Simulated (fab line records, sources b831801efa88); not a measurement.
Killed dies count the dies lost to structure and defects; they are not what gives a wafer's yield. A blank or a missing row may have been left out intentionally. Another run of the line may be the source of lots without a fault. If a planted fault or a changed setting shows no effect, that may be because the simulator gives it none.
Comparing a struck lot with a sound one ; flow sky130 ; 15 out of 708 route steps
Sound: the wafers L361.3, L361.4, L361.6. Wafers struck: L372.4, L372.5, L372.6. At the end, the cause is stated.
For every step that has rows: the tool of each side, followed by ch and its chambers, followed by its first start. Under that, the readings that differ: sound wafers ; struck wafers ; difference of the means ; sigmas: that difference in standard deviations of wafers without a fault.
alike: readings whose means differ by less than 2 such deviations, and words and numbers that are the same on both sides. not compared: withheld readings, readings that some wafer has no value for, bounds like >300 that may hide the same value, and numbers for which the record gives no deviation and whose values overlap.
The two part at a step that has a row with sigmas, a row that says differs or no value, or rows on one side only. When numbers do not overlap yet have no deviation, they are printed without sigmas and do not part them. A reading that every wafer of one side lacks parts them only if that side has two wafers or more.

SKY_FIELD_ISO_THK_MEAS_04:
  sound on film metro-02 at day 2 00:10; struck on film metro-02 at day 4 07:29
  alike: FIELD_ISO_CVD_03_THK
then, 8 steps without rows for these wafers: SKY_FIELD_ISO_DEHYDRATE_05 (time 60 s); SKY_FIELD_ISO_HMDS_06 (prime time 60 s); SKY_FIELD_ISO_COAT_07 (resist thk 60 nm); SKY_FIELD_ISO_COAT_08 (resist thk 450 nm); SKY_FIELD_ISO_SOFTBAKE_09 (time 90 s); SKY_FIELD_ISO_EXPOSE_10 (exposes mask FOM, target cd 150 nm); SKY_FIELD_ISO_PEB_11; SKY_FIELD_ISO_DEVELOP_12 (develop time 60 s).
SKY_FIELD_ISO_CD_MEAS_13: the cd target is 150 nm.
  sound on cd sem-01 at day 2 15:52; struck on cd sem-02 at day 5 01:08
reading;sound;struck;difference;sigmas
cd nm (nm);147.3 149.5 148.6;152.8 151.0 151.2;+3.2;+2
SKY_FIELD_ISO_ETCH_14: etches BARC in N2/H2, stops on SiO2, time 45.9 s, target depth 60 nm.
  sound on rie diel-03 ch 0,1,3, day 2 15:57; struck on rie diel-03 ch 0,2,3, day 5 01:12
  alike: bias w, drypump motor current A, oes product au, throttle valve pct
  not compared: rf hours counter h
SKY_FIELD_ISO_ETCH_15: etches the open film in CHF3/O2, stops on Si, target depth 180 nm, time 72 s.
  sound on rie diel-03 ch 0,1,3, day 2 15:59; struck on rie diel-03 ch 0,2,3, day 5 01:14
  alike: bias w, drypump motor current A, oes product au, throttle valve pct
  not compared: rf hours counter h
SKY_FIELD_ISO_STRIP_16: strips in O2/N2.
  sound on plasma asher-02 ch 0,1, day 2 16:05; struck on plasma asher-02 ch 0,1, day 5 01:20
reading;sound;struck;difference;sigmas
strip time to endpoint s (s);3.53 3.51 3.60;3.31 3.38 3.34;-0.20;-5
  alike: drypump motor current A, oes product au
  not compared: rf hours counter h
SKY_FIELD_ISO_ETCH_17: etches Si in HBr/Cl2/O2, target depth 342 nm, time 97.7 s.
  sound on rie si-02 ch 1,2, day 2 16:09; struck on rie si-02 ch 0,1,3, day 5 01:24
  alike: bias w, drypump motor current A, oes product au, throttle valve pct
  not compared: rf hours counter h
-- here the record skips 45 days between the struck wafers' starts before and after, leaving off in module FIELD_ISO and picking up in module PAD_OPEN (first step shown: number 708 of the route) --
SKY_PAD_OPEN_PROBE_99:
  sound on prober-02 at day 46 23:34; struck on prober-02 at day 49 16:31
  alike: killed_at_M0_to_M3, killed_at_M4_up, killed at contacts, killed at front end, killed at other, killed dies, killed open, killed short

== WHERE THEY PART ==
Earliest at SKY_FIELD_ISO_CD_MEAS_13; latest, in this record, at SKY_FIELD_ISO_STRIP_16. Later steps at which nothing parts them and some readings are alike: SKY_FIELD_ISO_ETCH_17, SKY_PAD_OPEN_PROBE_99.

WHY: the cause the simulator had injected
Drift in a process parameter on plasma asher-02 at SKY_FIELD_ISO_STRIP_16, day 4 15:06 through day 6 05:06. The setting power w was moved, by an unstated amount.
